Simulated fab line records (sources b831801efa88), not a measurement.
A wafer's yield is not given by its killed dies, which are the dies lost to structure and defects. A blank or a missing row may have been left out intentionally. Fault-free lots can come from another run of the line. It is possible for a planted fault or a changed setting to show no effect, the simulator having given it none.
The same fault as seen by 2 desks :: flow sky130 :: every desk sees just its own numbers, and what lay behind them comes last

DESK OF THE TOOL OWNER: implanter-01
For each lot that ran on this tool, the mean over its sampled wafers that have a number, from the tool's own readings at SKY_VT_ADJUST_NCORE_IMPLANT_09. Any lot whose mean is over 4 standard deviations away from the usual mean is out of limits and marked OUT; that distance is given in the brackets.
Columns: A = beam energy keV at SKY_VT_ADJUST_NCORE_IMPLANT_09, usual 10.001; B = beam on s at SKY_VT_ADJUST_NCORE_IMPLANT_09, usual 10.03 s; C = faraday current uA at SKY_VT_ADJUST_NCORE_IMPLANT_09, usual 13.5
lot: L616
first seen here: day 8 17:19
A: 10.001
B: 10.15
C: 13.3

lot: L620
first seen here: day 10 00:59
A: 9.998
B: 10.08
C: 13.4

lot: L622
first seen here: day 10 15:14
A: 10.000
B: 11.74 (+7.4) OUT
C: 11.5 (-6.1) OUT

lot: L627
first seen here: day 12 00:08
A: 10.000
B: 11.77 (+7.6) OUT
C: 11.5 (-6.1) OUT

lot: L634
first seen here: day 14 12:38
A: 10.003
B: 10.12
C: 13.4

lot: L635
first seen here: day 14 16:55
A: 10.003
B: 10.15
C: 13.2

lot: L637
first seen here: day 15 09:22
A: 10.003
B: 10.11
C: 13.4
This desk's verdict: out of limits on L622, L627, starting with L622 at day 10 15:14 (beam on s at SKY_VT_ADJUST_NCORE_IMPLANT_09). In limits: L616, L620, L634, L635, L637.

AT THE METROLOGY DESK
What the gauges read for every lot (on any tool): the sampled wafers with a number, averaged. Any lot whose mean is over 4 standard deviations away from the usual mean is out of limits and marked OUT; that distance is given in the brackets.
Columns: A = VT_ADJUST_NCORE_TW at SKY_VT_ADJUST_NCORE_TW_MEAS_11, usual 218.2
lot: L615
first seen here: day 8 11:17
A: 216.2

lot: L616
first seen here: day 8 17:32
A: 219.2

lot: L618
first seen here: day 9 09:56
A: 220.4

lot: L620
first seen here: day 10 01:13
A: 221.4

lot: L622
first seen here: day 10 15:28
A: 228.9 (+7.1) OUT

lot: L627
first seen here: day 12 00:22
A: 226.7 (+5.7) OUT

lot: L634
first seen here: day 14 12:53
A: 217.5

lot: L635
first seen here: day 14 17:10
A: 219.8

lot: L636
first seen here: day 14 21:50
A: 218.9

lot: L638
first seen here: day 15 06:05
A: 217.1

lot: L637
first seen here: day 15 09:37
A: 218.3
This desk's result: L622, L627 out of limits, first on L622 (VT_ADJUST_NCORE_TW at SKY_VT_ADJUST_NCORE_TW_MEAS_11), day 10 15:28. In limits: L615, L616, L618, L620, L634, L635, L636, L638, L637.

TAKEN TOGETHER
The tool owner's desk had the chance to raise an alarm at day 10 15:14 on L622, L627.
An alarm was possible from the metrology desk at day 10 15:28, on L622, L627.
SKY_VT_ADJUST_NCORE_IMPLANT_09 was run on implanter-01 by each of the lots named.

WHAT THE SIMULATOR HAD INSERTED
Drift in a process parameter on implanter-01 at SKY_VT_ADJUST_NCORE_IMPLANT_09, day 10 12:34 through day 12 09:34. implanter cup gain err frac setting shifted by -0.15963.
Struck lots among those shown: L622, L627.
Counting hours from when the fault started, the first reading out of limits came at 3 for the tool owner's desk and at 3 for the metrology desk.
